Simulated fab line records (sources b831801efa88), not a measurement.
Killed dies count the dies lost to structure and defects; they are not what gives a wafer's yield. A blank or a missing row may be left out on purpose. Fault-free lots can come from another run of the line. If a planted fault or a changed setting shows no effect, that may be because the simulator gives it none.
2 desks, one fault :: flow sky130 :: only its own numbers are on each desk; what lay behind them is given at the end

== AT THE METROLOGY DESK ==
What the gauges read for every lot (on any tool): the sampled wafers with a number, averaged. The brackets show how far a lot's mean lies from the usual mean; more than 4 standard deviations puts the lot out of limits, marked OUT.
Columns: A = CONTACT_W_RS at SKY_CONTACT_RS_MEAS_25, usual 0.333 ohm/sq; B = METAL1_OVL at SKY_METAL1_OVL_MEAS_16, usual 0 nm
lot: L449
first seen here: day 31 10:22
A: 0.337
B: 4

lot: L454
first seen here: day 33 00:06
A: 0.333
B: 5

lot: L455
first seen here: day 33 12:03
A: 0.333
B: -2

lot: L456
first seen here: day 34 00:01
A: 0.336
B: -4

lot: L459
first seen here: day 34 14:58
A: 0.327
B: 5

lot: L458
first seen here: day 34 18:38
A: 0.330
B: -3

lot: L460
first seen here: day 34 21:04
A: 0.335
B: 4

lot: L461
first seen here: day 35 13:35
A: 0.336
B: 5

lot: L462
first seen here: day 35 23:28
A: 0.328
B: -3

lot: L464
first seen here: day 36 08:50
A: 0.340
B: 4

lot: L466
first seen here: day 37 00:08
A: 0.333
B: -1

lot: L467
first seen here: day 37 05:20
A: 0.333
B: -3

lot: L469
first seen here: day 38 09:31
A: 0.339
B: 1
Result from this desk: across the 13 lots, nothing is out of limits.

== FOR THE TOOL OWNER'S DESK: litho_track-04 ==
The tool's own readings at SKY_METAL1_COAT_10 (resist thk 450 nm): means of the sampled wafers that have a number, for each lot that ran on this tool. The brackets show how far a lot's mean lies from the usual mean; more than 4 standard deviations puts the lot out of limits, marked OUT.
Columns: A = spin_speed_rpm at SKY_METAL1_COAT_10, usual 3000.1 rpm
lot: L454
first seen here: day 33 14:00
A: 2999.3

lot: L456
first seen here: day 34 14:00
A: 3001.2

lot: L460
first seen here: day 35 09:00
A: 2999.1

lot: L461
first seen here: day 36 02:00
A: 3000.0

lot: L464
first seen here: day 36 22:00
A: 2868.8 (-63) OUT

lot: L467
first seen here: day 37 18:00
A: 2867.5 (-63) OUT
This desk's verdict: out of limits on L464, L467, starting with L464 at day 36 22:00 (spin_speed_rpm at SKY_METAL1_COAT_10). L454, L456, L460, L461: within limits.

== BROUGHT TOGETHER ==
The tool owner's desk had the chance to raise an alarm at day 36 22:00 on L464, L467.
From the metrology desk's view, nothing was out of limits.
The metrology desk has L464, L467 on record, within its limits.
Of the lots named, all ran SKY_METAL1_COAT_10 on litho_track-04.

== WHAT THE SIMULATOR HAD INSERTED ==
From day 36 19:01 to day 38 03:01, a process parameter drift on litho_track-04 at SKY_METAL1_COAT_10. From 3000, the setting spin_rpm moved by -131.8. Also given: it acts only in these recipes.
Struck lots among those shown: L464, L467.
Delay in hours, fault start to first out-of-limits reading, by desk: the tool owner's desk at 3.
